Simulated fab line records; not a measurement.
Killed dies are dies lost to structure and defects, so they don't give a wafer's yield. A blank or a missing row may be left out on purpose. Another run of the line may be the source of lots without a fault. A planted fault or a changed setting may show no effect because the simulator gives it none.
A single fault, viewed from 2 desks -- flow gf180mcu -- only its own numbers are on each desk; what lay behind them is given at the end

== FROM THE METROLOGY DESK ==
Means of the sampled wafers that have a number, per lot and without regard to the tool the lot ran on: this is what the gauges read. Any lot whose mean is over 4 standard deviations away from the usual mean is out of limits and marked OUT; that distance is given in the brackets.
Columns: A = PASSIVATION_CVD_02_THK at GF_PASSIVATION_THK_MEAS_03, usual 697 nm
lot,first seen here,A
L605,day 28 03:17,702
L608,day 28 20:36,714
L611,day 29 19:53,696
L614,day 31 07:51,694
L616,day 31 11:14,700
L617,day 31 19:24,696
L618,day 32 01:49,701
L623,day 33 02:30,693
L624,day 33 13:14,694
L625,day 33 20:52,693
L626,day 34 03:28,692
L628,day 34 19:04,699
This desk found nothing out of limits on any of the 12 lots.

== FOR THE TOOL OWNER'S DESK: plasma asher-01 ==
The tool's own readings at GF_TOP_METAL_STRIP_17 (strips in O2/N2): means of the sampled wafers that have a number, for each lot that ran on this tool. Any lot whose mean is over 4 standard deviations away from the usual mean is out of limits and marked OUT; that distance is given in the brackets.
Columns: A = drypump motor current A at GF_TOP_METAL_STRIP_17, usual 5.8 A; B = heater power w at GF_TOP_METAL_STRIP_17, usual 343 W; C = oes product au at GF_TOP_METAL_STRIP_17, usual 0.710 a.u.; D = platen temp c at GF_TOP_METAL_STRIP_17, usual 250.00 C; E = strip time to endpoint s at GF_TOP_METAL_STRIP_17, usual 12.93 s
lot,first seen here,A,B,C,D,E
L605,day 28 02:19,5.9,342,0.714,250.05,12.92
L608,day 28 19:38,5.8,323,0.709,249.98,12.81
L614,day 31 06:52,5.9,339,0.708,250.08,13.04
L616,day 31 10:16,5.9,340,0.711,250.13,13.01
L617,day 31 18:25,5.8,323,0.708,249.86,12.98
This desk found nothing out of limits on any of the 5 lots.

== BROUGHT TOGETHER ==
Nothing out of limits was seen by the metrology desk.
Nothing out of limits was seen by the tool owner's desk.

== WHAT THE SIMULATOR HAD INSERTED ==
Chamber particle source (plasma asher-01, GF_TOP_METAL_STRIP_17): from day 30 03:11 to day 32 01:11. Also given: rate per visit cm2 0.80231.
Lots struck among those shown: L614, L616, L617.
